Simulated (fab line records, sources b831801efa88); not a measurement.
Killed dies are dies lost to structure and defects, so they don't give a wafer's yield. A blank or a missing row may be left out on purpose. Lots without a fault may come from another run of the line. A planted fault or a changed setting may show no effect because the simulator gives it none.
Tool commonality check | flow gf180mcu | 11 lots, 39 wafers sampled

WHY IT WAS OPENED
At GF_HV_LDD_TW_MEAS_11 the reading HV_LDD_TW is flagged on 2 of 11 lots. Wafers without a fault read 2400, standard deviation 24.
Rule: a lot is flagged when every wafer of it that has a number lies more than 4 standard deviations from that mean, or none has a number. The other lots count as sound.

lot  | measured     | on            | HV_LDD_TW, wafer by wafer     | flag
L909 | day 10 11:28 | film_metro-03 | 2415 2396 2394                |
L915 | day 11 22:56 | film_metro-04 | 2417 2420 2422                |
L916 | day 12 04:31 | film_metro-04 | 2420 2423 2432                |
L918 | day 12 15:07 | film_metro-02 | 2261 2265 2264 2265 2260 2276 | FLAGGED
L919 | day 13 03:07 | film_metro-02 | 2255 2269 2263 2262 2253 2272 | FLAGGED
L925 | day 14 21:42 | film_metro-03 | 2399 2400 2397                |
L927 | day 15 10:16 | film_metro-04 | 2436 2409 2433                |
L928 | day 15 21:27 | film_metro-04 | 2430 2443 2424                |
L929 | day 16 04:58 | film_metro-03 | 2426 2424 2429                |
L931 | day 16 17:19 | film_metro-04 | 2430 2425 2422                |
L932 | day 17 02:57 | film_metro-02 | 2382 2384 2378                |
The numbers of the flagged lots are 2264 on average: -136 against the usual, or -6 standard deviations.

WHICH TOOL RAN EACH LOT
The record holds 3 process steps before the reading, out of a route of 602 steps. In each cell: the tool, then ch and the chambers that the sampled wafers went through, then the start.
lot  | flag    | GF_DUAL_GATE_STRIP_13                | GF_POLY_GATE_ETCH_12               | GF_HV_LDD_IMPLANT_09
L909 |         | plasma_asher-01 ch 0,1, day 8 18:55  | rie_diel-01 ch 0,1,2, day 9 15:23  | implanter-04 ch 0, day 10 11:13
L915 |         | plasma_asher-01 ch 0,1, day 10 03:50 | rie_diel-04 ch 0,1, day 11 01:26   | implanter-01 ch 0, day 11 22:43
L916 |         | plasma_asher-03 ch 0,1, day 10 10:05 | rie_diel-02 ch 0,1,2, day 11 07:16 | implanter-04 ch 0, day 12 04:18
L918 | FLAGGED | plasma_asher-01 ch 0,1, day 10 19:37 | rie_diel-02 ch 0,1,3, day 11 17:35 | implanter-01 ch 0, day 12 14:53
L919 | FLAGGED | plasma_asher-03 ch 0,1, day 11 06:06 | rie_diel-02 ch 0,2,3, day 12 04:53 | implanter-01 ch 0, day 13 02:53
L925 |         | plasma_asher-03 ch 0,1, day 12 22:54 | rie_diel-04 ch 0,1,3, day 13 22:34 | implanter-04 ch 0, day 14 21:27
L927 |         | plasma_asher-04 ch 0,1, day 13 11:31 | rie_diel-02 ch 1,2,3, day 14 11:33 | implanter-04 ch 0, day 15 10:02
L928 |         | plasma_asher-01 ch 0,1, day 13 21:19 | rie_diel-01 ch 0,1,3, day 14 21:48 | implanter-01 ch 0, day 15 21:12
L929 |         | plasma_asher-03 ch 0,1, day 14 03:04 | rie_diel-01 ch 0,1,2, day 15 04:26 | implanter-01 ch 0, day 16 04:43
L931 |         | plasma_asher-01 ch 0,1, day 14 17:10 | rie_diel-02 ch 0,2,3, day 15 17:21 | implanter-01 ch 0, day 16 17:05
L932 |         | plasma_asher-01 ch 0,1, day 14 23:07 | rie_diel-02 ch 0,1, day 16 02:12   | implanter-01 ch 0, day 17 02:42
What these steps do:
- GF_DUAL_GATE_STRIP_13: strips in O2/N2.
- GF_POLY_GATE_ETCH_12: etches BARC in N2/H2.
- GF_HV_LDD_IMPLANT_09
- GF_HV_LDD_TW_MEAS_11

FLAGGED OVER TOTAL, TOOL BY TOOL (the gauges that took the reading come last)
step                  | tool            | lots run | flagged | share of the flagged lots | sound lots run after its first flagged lot
GF_DUAL_GATE_STRIP_13 | plasma_asher-01 | 6        | 1       | some                      | 3 (L928,L931,L932)
GF_DUAL_GATE_STRIP_13 | plasma_asher-03 | 4        | 1       | some                      | 2 (L925,L929)
GF_DUAL_GATE_STRIP_13 | plasma_asher-04 | 1        | 0       | none                      | -
GF_POLY_GATE_ETCH_12  | rie_diel-01     | 3        | 0       | none                      | -
GF_POLY_GATE_ETCH_12  | rie_diel-02     | 6        | 2       | all                       | 3 (L927,L931,L932)
GF_POLY_GATE_ETCH_12  | rie_diel-04     | 2        | 0       | none                      | -
GF_HV_LDD_IMPLANT_09  | implanter-01    | 7        | 2       | all                       | 4 (L928,L929,L931,L932)
GF_HV_LDD_IMPLANT_09  | implanter-04    | 4        | 0       | none                      | -
GF_HV_LDD_TW_MEAS_11  | film_metro-02   | 3        | 2       | all                       | 1 (L932)
GF_HV_LDD_TW_MEAS_11  | film_metro-03   | 3        | 0       | none                      | -
GF_HV_LDD_TW_MEAS_11  | film_metro-04   | 5        | 0       | none                      | -

WHAT THE TABLE ALLOWS
3 rows of the table ran every flagged lot: rie_diel-02 at GF_POLY_GATE_ETCH_12, implanter-01 at GF_HV_LDD_IMPLANT_09, film_metro-02 at GF_HV_LDD_TW_MEAS_11.
- rie_diel-02 at GF_POLY_GATE_ETCH_12: 2 of its 6 lots flagged. Sound lots ran on it after the first flagged one (L927, L931, L932), which a lasting fault on the whole tool wouldn't allow.
- implanter-01 at GF_HV_LDD_IMPLANT_09: 2 of its 7 lots flagged. Sound lots ran on it after the first flagged one (L928, L929, L931, L932), which a lasting fault on the whole tool wouldn't allow. Its own readings lie more than 4 standard deviations out on every wafer of the flagged lots: beam_energy_keV.
- film_metro-02 at GF_HV_LDD_TW_MEAS_11: 2 of its 3 lots flagged. Sound lots ran on it after the first flagged one (L932), which a lasting fault on the whole tool wouldn't allow.
No row of the table ran every flagged lot and no sound lot after the first.

WHAT THE SIMULATOR HAD PUT IN
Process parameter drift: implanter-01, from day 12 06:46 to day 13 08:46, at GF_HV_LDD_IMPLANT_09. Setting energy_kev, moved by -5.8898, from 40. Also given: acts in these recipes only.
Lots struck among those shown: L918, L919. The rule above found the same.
